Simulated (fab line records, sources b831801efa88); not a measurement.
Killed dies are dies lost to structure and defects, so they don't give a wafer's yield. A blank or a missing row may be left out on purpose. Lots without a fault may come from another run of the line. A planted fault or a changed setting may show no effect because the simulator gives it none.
A sampling plan put to the test | flow gf180mcu | one fab line, 54 faults that these records tell of, each judged on the records of the lots that it struck
The plan is the line's own looks: the steps of the route at which a gauge or an inspection reads the wafer and doesn't change it. A look can be judged if struck wafers have a number there and the file gives its usual mean and standard deviation on fault-free wafers. Caught: at a look after the fault's first step, the mean of the struck wafers lies 4 or more of those standard deviations (sigma) from the usual mean. On the tool: the same test on the tool's own readings at the fault's steps. Another recipe on the struck wafers, or a record that is blank for them alone, also counts as caught.

THE FAULTS, as the simulator had put them in
1. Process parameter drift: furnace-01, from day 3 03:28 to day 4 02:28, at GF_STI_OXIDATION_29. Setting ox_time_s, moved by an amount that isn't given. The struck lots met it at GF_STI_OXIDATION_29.
2. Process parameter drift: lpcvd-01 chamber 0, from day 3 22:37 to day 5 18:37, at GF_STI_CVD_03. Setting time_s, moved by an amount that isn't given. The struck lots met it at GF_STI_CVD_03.
3. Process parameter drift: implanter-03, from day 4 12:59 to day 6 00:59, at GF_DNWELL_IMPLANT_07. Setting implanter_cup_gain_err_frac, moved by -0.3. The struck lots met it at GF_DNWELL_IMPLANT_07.
4. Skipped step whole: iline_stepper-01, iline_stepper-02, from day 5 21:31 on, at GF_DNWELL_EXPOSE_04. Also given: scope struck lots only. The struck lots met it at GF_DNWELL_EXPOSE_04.
5. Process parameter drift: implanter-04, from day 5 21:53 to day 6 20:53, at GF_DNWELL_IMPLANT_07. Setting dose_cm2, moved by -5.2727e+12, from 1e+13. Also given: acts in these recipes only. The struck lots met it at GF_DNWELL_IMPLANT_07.
6. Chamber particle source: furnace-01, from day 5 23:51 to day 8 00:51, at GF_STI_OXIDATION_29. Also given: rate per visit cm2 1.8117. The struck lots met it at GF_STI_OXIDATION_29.
7. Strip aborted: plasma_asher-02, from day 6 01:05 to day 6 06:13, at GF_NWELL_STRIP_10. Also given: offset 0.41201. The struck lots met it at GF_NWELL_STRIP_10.
8. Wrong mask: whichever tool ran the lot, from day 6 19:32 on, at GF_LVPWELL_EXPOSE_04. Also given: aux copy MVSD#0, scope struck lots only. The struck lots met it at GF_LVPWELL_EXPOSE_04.
9. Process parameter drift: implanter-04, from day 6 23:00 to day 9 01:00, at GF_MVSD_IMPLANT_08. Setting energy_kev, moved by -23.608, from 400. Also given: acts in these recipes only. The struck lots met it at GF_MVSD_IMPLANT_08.
10. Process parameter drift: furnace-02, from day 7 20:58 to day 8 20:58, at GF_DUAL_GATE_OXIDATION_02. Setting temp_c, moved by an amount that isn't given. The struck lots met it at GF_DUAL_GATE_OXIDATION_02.
11. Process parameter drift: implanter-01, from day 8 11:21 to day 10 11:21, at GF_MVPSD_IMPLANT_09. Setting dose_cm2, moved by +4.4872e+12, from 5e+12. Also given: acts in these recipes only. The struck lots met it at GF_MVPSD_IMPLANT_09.
12. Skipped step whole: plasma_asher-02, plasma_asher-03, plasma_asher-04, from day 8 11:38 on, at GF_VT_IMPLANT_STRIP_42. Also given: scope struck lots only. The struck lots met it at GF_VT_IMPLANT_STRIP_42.
13. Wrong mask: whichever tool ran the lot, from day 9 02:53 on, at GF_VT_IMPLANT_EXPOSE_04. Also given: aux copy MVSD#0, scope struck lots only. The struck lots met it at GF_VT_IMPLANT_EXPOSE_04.
14. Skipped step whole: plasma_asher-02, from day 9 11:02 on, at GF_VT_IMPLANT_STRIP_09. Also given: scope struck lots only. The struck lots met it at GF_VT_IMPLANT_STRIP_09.
15. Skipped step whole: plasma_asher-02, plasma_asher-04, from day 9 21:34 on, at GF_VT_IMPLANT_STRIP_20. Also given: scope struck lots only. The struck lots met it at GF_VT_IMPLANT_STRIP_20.
16. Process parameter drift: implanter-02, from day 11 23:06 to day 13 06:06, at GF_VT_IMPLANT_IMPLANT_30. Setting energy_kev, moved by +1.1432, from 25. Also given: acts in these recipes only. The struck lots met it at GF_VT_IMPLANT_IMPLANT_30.
17. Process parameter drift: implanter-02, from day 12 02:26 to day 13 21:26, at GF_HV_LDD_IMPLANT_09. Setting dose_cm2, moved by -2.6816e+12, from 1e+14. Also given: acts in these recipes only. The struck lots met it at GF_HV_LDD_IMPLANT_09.
18. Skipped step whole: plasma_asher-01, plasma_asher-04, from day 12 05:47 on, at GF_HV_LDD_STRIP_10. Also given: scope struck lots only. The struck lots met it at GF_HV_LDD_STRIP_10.
19. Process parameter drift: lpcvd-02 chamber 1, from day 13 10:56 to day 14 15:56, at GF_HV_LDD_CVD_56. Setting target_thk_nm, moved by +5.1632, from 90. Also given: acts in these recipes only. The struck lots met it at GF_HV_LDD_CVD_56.
20. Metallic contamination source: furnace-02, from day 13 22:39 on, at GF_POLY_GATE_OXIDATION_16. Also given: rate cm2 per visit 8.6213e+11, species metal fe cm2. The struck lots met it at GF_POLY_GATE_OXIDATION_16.
21. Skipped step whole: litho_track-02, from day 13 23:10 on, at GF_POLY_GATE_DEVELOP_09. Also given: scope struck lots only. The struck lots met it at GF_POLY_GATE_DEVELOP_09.
22. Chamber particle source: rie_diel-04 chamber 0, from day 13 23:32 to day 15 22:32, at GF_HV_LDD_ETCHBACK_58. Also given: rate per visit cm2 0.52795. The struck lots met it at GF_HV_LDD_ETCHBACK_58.
23. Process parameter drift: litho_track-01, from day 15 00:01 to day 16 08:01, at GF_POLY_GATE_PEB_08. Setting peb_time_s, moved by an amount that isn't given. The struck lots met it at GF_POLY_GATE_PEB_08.
24. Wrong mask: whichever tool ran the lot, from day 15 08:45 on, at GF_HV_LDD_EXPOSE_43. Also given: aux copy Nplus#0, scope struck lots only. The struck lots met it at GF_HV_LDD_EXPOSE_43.
25. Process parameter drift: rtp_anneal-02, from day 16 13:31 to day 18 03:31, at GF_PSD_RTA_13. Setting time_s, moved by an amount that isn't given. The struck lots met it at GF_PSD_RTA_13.
26. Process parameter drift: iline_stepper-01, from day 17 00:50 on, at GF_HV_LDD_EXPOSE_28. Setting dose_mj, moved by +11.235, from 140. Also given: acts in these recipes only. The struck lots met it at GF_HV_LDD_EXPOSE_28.
27. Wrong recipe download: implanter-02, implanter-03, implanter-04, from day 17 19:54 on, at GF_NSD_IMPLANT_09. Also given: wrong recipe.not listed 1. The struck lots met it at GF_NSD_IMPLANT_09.
28. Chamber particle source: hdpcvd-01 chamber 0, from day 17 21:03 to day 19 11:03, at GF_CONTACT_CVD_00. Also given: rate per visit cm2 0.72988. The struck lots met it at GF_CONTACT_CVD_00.
29. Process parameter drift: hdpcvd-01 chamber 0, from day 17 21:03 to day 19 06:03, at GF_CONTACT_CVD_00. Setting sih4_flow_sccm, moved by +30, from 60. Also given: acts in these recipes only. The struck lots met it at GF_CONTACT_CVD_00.
30. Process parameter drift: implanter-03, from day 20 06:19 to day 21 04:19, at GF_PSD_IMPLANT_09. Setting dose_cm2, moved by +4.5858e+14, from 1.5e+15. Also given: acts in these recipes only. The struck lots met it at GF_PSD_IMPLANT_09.
31. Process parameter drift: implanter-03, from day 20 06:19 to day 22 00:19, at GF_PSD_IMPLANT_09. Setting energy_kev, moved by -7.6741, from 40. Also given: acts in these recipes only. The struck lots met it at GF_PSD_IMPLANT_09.
32. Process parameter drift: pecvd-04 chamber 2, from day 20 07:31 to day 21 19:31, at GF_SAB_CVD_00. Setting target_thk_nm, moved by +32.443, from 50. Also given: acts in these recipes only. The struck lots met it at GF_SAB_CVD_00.
33. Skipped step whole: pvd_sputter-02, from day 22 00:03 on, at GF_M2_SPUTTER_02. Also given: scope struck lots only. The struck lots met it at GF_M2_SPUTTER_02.
34. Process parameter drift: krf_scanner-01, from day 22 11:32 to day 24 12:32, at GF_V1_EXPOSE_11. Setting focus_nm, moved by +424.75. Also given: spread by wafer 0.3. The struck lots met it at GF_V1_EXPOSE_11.
35. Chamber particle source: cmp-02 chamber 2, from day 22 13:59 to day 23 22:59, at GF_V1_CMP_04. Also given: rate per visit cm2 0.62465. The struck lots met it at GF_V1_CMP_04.
36. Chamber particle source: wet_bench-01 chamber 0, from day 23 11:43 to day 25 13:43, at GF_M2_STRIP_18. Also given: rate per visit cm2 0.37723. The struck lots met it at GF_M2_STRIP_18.
37. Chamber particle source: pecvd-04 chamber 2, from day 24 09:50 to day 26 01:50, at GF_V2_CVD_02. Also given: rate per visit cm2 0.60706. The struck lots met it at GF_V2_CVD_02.
38. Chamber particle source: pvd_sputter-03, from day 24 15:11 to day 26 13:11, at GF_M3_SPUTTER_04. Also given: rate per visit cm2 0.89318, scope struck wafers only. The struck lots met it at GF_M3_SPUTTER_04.
39. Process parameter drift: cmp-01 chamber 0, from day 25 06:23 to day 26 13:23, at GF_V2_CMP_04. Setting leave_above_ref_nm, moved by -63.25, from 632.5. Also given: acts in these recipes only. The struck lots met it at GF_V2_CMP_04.
40. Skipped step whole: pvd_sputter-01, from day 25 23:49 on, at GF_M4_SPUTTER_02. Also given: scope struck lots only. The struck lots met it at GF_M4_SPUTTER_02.
41. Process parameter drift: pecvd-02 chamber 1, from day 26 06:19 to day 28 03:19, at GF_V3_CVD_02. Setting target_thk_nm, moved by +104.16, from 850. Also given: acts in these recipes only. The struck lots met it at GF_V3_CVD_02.
42. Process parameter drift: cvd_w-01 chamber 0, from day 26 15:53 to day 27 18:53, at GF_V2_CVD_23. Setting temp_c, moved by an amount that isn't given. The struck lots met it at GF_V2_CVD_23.
43. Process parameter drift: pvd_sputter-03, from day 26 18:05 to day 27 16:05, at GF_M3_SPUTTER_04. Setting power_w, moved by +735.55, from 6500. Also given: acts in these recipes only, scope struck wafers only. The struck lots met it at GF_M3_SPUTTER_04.
44. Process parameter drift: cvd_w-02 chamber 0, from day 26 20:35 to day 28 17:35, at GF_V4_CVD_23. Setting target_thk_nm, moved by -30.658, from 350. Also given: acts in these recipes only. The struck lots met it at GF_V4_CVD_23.
45. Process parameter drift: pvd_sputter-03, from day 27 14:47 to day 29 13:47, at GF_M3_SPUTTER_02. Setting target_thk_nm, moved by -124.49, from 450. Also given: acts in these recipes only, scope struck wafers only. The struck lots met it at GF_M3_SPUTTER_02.
46. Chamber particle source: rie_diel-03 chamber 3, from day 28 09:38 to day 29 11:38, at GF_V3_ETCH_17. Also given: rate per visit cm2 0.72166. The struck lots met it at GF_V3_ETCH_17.
47. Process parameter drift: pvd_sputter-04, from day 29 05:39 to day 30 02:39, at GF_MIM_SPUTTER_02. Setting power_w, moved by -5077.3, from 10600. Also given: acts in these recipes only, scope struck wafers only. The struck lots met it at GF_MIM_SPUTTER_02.
48. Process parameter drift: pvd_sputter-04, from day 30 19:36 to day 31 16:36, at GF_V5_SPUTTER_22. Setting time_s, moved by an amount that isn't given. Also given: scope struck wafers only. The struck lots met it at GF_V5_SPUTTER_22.
49. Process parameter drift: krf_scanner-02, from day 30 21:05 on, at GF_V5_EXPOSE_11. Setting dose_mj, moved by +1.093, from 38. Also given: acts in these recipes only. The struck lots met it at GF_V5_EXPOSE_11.
50. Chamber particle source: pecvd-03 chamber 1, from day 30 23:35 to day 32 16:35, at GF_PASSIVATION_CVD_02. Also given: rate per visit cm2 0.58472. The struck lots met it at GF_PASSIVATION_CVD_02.
51. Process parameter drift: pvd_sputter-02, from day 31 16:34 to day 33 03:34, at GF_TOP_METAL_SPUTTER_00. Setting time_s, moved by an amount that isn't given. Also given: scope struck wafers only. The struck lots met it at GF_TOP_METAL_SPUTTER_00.
52. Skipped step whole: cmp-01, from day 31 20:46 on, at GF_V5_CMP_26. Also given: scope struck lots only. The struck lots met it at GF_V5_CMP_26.
53. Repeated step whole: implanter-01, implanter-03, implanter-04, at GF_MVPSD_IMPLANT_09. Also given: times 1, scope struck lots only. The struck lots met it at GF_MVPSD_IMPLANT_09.
54. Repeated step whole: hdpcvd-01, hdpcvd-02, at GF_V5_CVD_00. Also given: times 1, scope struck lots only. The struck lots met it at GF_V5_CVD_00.

WHAT THE PLAN SAW
fault | on the tool itself                               | first look that catches it                      | reading, sigma                                        | median hours from its first step to that look | hours from the fault's start to the first struck lot there | judged looks passed uncaught
1     | under 2 sigma                                    | GF_STI_THK_MEAS_30                              | STI_OXIDATION_02_THK -17                              | 1.4                                           | 4                                                          | 0
2     | under 2 sigma                                    | none of the 2 looks that can be judged after it | strongest: STI_CVD_03_THK at GF_STI_THK_MEAS_04, +2.5 | -                                             | -                                                          | 2
3     | beam_on_s +20 sigma                              | GF_DNWELL_TW_MEAS_09                            | DNWELL_TW +23                                         | 0.2                                           | 17                                                         | 0
4     | no reading that can be judged                    | GF_DNWELL_TW_MEAS_09                            | DNWELL_TW -99 or beyond                               | 6.7                                           | 7                                                          | 0
5     | dose_ions_cm2 -99 or beyond sigma                | GF_DNWELL_TW_MEAS_09                            | DNWELL_TW -41                                         | 0.2                                           | 6                                                          | 0
6     | under 2 sigma                                    | none of the 4 looks that can be judged after it | -                                                     | -                                             | -                                                          | 4
7     | oes_product_au +52 sigma                         | GF_LVPWELL_TW_MEAS_11                           | LVPWELL_TW -7.5                                       | 14.9                                          | 20                                                         | 0
8     | no reading that can be judged                    | GF_LVPWELL_TW_MEAS_11                           | LVPWELL_TW -99 or beyond                              | 8.1                                           | 14                                                         | 0
9     | beam_energy_keV -99 or beyond sigma              | GF_VT_IMPLANT_RS_MEAS_46                        | MVSD_RS +5.6                                          | 87.6                                          | 100                                                        | 0
10    | tube_center_temp_C -99 or beyond sigma           | GF_DUAL_GATE_THK_MEAS_03                        | DUAL_GATE_OXIDATION_00_THK -13                        | 1.5                                           | 10                                                         | 0
11    | dose_ions_cm2 +99 or beyond sigma                | GF_MVPSD_TW_MEAS_11                             | MVPSD_TW +9.1                                         | 0.2                                           | 7                                                          | 0
12    | the tool's record is blank for the struck wafers | no look after it can be judged                  | -                                                     | -                                             | -                                                          | 0
13    | no reading that can be judged                    | GF_VT_IMPLANT_TW_MEAS_10                        | VT_IMPLANT_TW -99 or beyond                           | 8.1                                           | 8                                                          | 0
14    | the tool's record is blank for the struck wafers | GF_VT_IMPLANT_TW_MEAS_21                        | VT_IMPLANT_2_TW -99 or beyond                         | 17.8                                          | 18                                                         | 0
15    | the tool's record is blank for the struck wafers | GF_VT_IMPLANT_TW_MEAS_32                        | VT_IMPLANT_3_TW -99 or beyond                         | 18.1                                          | 25                                                         | 0
16    | beam_energy_keV +99 or beyond sigma              | no look after it can be judged                  | -                                                     | -                                             | -                                                          | 0
17    | dose_ions_cm2 -24 sigma                          | GF_HV_LDD_RS_MEAS_53                            | HV_LDD_RS +5.3                                        | 62.4                                          | 72                                                         | 0
18    | the tool's record is blank for the struck wafers | GF_HV_LDD_TW_MEAS_23                            | HV_LDD_2_TW -99 or beyond                             | 20.3                                          | 27                                                         | 1
19    | no reading that can be judged                    | GF_HV_LDD_THK_MEAS_57                           | HV_LDD_CVD_56_THK +6.8                                | 1.4                                           | 20                                                         | 0
20    | under 2 sigma                                    | none of the 8 looks that can be judged after it | -                                                     | -                                             | -                                                          | 8
21    | no reading that can be judged                    | no look after it can be judged                  | -                                                     | -                                             | -                                                          | 0
22    | under 2 sigma                                    | not the one look that can be judged after it    | -                                                     | -                                             | -                                                          | 1
23    | under 2 sigma                                    | GF_POLY_GATE_CD_MEAS_10                         | cd_nm -5.7                                            | 0.3                                           | 1                                                          | 0
24    | no reading that can be judged                    | GF_HV_LDD_TW_MEAS_50                            | HV_LDD_4_TW -99 or beyond                             | 10.9                                          | 13                                                         | 0
25    | run_length_s +13 sigma                           | GF_PSD_RS_MEAS_14                               | NSD_RS -8.1                                           | 0.1                                           | 12                                                         | 0
26    | exposure_dose_mJ_cm2 +80 sigma                   | GF_HV_LDD_CD_MEAS_31                            | cd_nm +11                                             | 11.6                                          | 20                                                         | 0
27    | under 2 sigma                                    | not the one look that can be judged after it    | -                                                     | -                                             | -                                                          | 1
28    | under 2 sigma                                    | not the one look that can be judged after it    | -                                                     | -                                             | -                                                          | 1
29    | sih4_flow_sccm +99 or beyond sigma               | GF_CONTACT_THK_MEAS_01                          | CONTACT_CVD_00_THK +48                                | 0.1                                           | 20                                                         | 0
30    | dose_ions_cm2 +99 or beyond sigma                | GF_PSD_TW_MEAS_11                               | PSD_TW +7.2                                           | 0.2                                           | 2                                                          | 0
31    | beam_energy_keV -99 or beyond sigma              | GF_PSD_TW_MEAS_11                               | PSD_TW -8.2                                           | 0.2                                           | 2                                                          | 0
32    | under 2 sigma                                    | GF_SAB_THK_MEAS_01                              | SAB_CVD_00_THK +47                                    | 0.0                                           | 32                                                         | 0
33    | the tool's record is blank for the struck wafers | GF_M2_RS_MEAS_05                                | M2_ALCU_RS +99 or beyond                              | 0.1                                           | 2                                                          | 0
34    | exposure_dose_mJ_cm2 -13 sigma                   | GF_V1_CD_MEAS_14                                | cd_nm +9.9                                            | 11.2                                          | 44                                                         | 0
35    | under 2 sigma                                    | no look after it can be judged                  | -                                                     | -                                             | -                                                          | 0
36    | under 2 sigma                                    | not the one look that can be judged after it    | -                                                     | -                                             | -                                                          | 1
37    | under 2 sigma                                    | none of the 2 looks that can be judged after it | -                                                     | -                                             | -                                                          | 2
38    | under 2 sigma                                    | none of the 2 looks that can be judged after it | -                                                     | -                                             | -                                                          | 2
39    | only faintly: time_to_endpoint_s +3.4 sigma      | no look after it can be judged                  | -                                                     | -                                             | -                                                          | 0
40    | the tool's record is blank for the struck wafers | GF_M4_RS_MEAS_05                                | M4_ALCU_RS +99 or beyond                              | 0.1                                           | 2                                                          | 0
41    | under 2 sigma                                    | GF_V3_THK_MEAS_03                               | V3_CVD_02_THK +9.8                                    | 0.1                                           | 22                                                         | 0
42    | susceptor_temp_C -9.0 sigma                      | GF_V2_RS_MEAS_24                                | V2_W_RS +4.6                                          | 0.1                                           | 6                                                          | 0
43    | cathode_dc_power_W +99 or beyond sigma           | none of the 7 looks that can be judged after it | -                                                     | -                                             | -                                                          | 7
44    | under 2 sigma                                    | GF_V4_RS_MEAS_24                                | V4_W_RS +9.3                                          | 0.1                                           | 9                                                          | 0
45    | under 2 sigma                                    | GF_M3_RS_MEAS_05                                | M3_ALCU_RS +32                                        | 0.1                                           | 3                                                          | 0
46    | under 2 sigma                                    | none of the 6 looks that can be judged after it | strongest: M4_OVL at GF_M4_OVL_MEAS_15, -2.4          | -                                             | -                                                          | 6
47    | cathode_dc_power_W -99 or beyond sigma           | no look after it can be judged                  | -                                                     | -                                             | -                                                          | 0
48    | under 2 sigma                                    | no look after it can be judged                  | -                                                     | -                                             | -                                                          | 0
49    | exposure_dose_mJ_cm2 +25 sigma                   | none of the 2 looks that can be judged after it | strongest: cd_nm at GF_V5_CD_MEAS_14, +3.9            | -                                             | -                                                          | 2
50    | under 2 sigma                                    | no look after it can be judged                  | -                                                     | -                                             | -                                                          | 0
51    | under 2 sigma                                    | no look after it can be judged                  | -                                                     | -                                             | -                                                          | 0
52    | the tool's record is blank for the struck wafers | no look after it can be judged                  | -                                                     | -                                             | -                                                          | 0
53    | under 2 sigma                                    | GF_MVPSD_TW_MEAS_11                             | MVPSD_TW +9.8                                         | 0.6                                           | -                                                          | 0
54    | no reading that can be judged                    | GF_V5_THK_MEAS_01                               | V5_CVD_00_THK +91                                     | 0.3                                           | -                                                          | 0
A dash: the fault isn't caught, or these records don't give the number.

Caught at a look: 32 of 54. Caught on the tool: 25 of 54. By one or the other: 38 of 54.
Caught on the tool alone: faults 12, 16, 43, 47, 49, 52.
Caught at a look alone: faults 1, 4, 8, 13, 19, 23, 24, 32, 41, 44, 45, 53, 54.
Caught by neither: faults 2, 6, 20, 21, 22, 27, 28, 35, 36, 37, 38, 39, 46, 48, 50, 51.

THINNER SAMPLING
If the look that catches a fault measured only every second or every third lot, by lot number, the first struck lot would be measured this late in the worst case:
fault | struck lots at that look, in order of time | every lot | every second lot | every third lot
1     | L146, L147, L148                           | 4 h       | 10 h             | 17 h
3     | L349, L351                                 | 17 h      | may miss all 2   | may miss all 2
4     | L292, L294, L293                           | 7 h       | 16 h             | 16 h
5     | L868, L870                                 | 6 h       | may miss all 2   | may miss all 2
7     | L657                                       | 20 h      | may miss it      | may miss it
8     | L600                                       | 14 h      | may miss it      | may miss it
9     | L323, L326                                 | 100 h     | 115 h            | may miss all 2
10    | L973, L974                                 | 10 h      | 14 h             | may miss all 2
11    | L754, L757                                 | 7 h       | 34 h             | may miss all 2
13    | L567                                       | 8 h       | may miss it      | may miss it
14    | L460, L462                                 | 18 h      | may miss all 2   | may miss all 2
15    | L676, L677                                 | 25 h      | 25 h             | may miss all 2
17    | L116, L118                                 | 72 h      | may miss all 2   | may miss all 2
18    | L523, L524                                 | 27 h      | 42 h             | may miss all 2
19    | L825                                       | 20 h      | may miss it      | may miss it
23    | L532, L534                                 | 1 h       | may miss all 2   | may miss all 2
24    | L964                                       | 13 h      | may miss it      | may miss it
25    | L139, L140                                 | 12 h      | 28 h             | may miss all 2
26    | L139, L138                                 | 20 h      | 21 h             | may miss all 2
29    | L669, L670                                 | 20 h      | 26 h             | may miss all 2
30    | L310, L313                                 | 2 h       | 17 h             | may miss all 2
31    | L421, L424                                 | 2 h       | 17 h             | may miss all 2
32    | L810                                       | 32 h      | may miss it      | may miss it
33    | L502, L503                                 | 2 h       | 21 h             | may miss all 2
34    | L175                                       | 44 h      | may miss it      | may miss it
40    | L185, L186, L187                           | 2 h       | 19 h             | 26 h
41    | L586                                       | 22 h      | may miss it      | may miss it
42    | L464, L465                                 | 6 h       | 15 h             | may miss all 2
44    | L293, L296                                 | 9 h       | 41 h             | may miss all 2
45    | L836, L835, L837                           | 3 h       | 6 h              | 18 h
Hours are from the fault's start to the first struck lot that is measured. The limit of 4 sigma was tested on all struck wafers together, so one lot alone may lie under it. Other struck lots may not be in these records.

THE LONGEST TIMED WAY FROM STEP TO LOOK
Fault 9: a median of 87.6 hours passes between GF_MVSD_IMPLANT_08 and GF_VT_IMPLANT_RS_MEAS_46. No look between them can be judged.
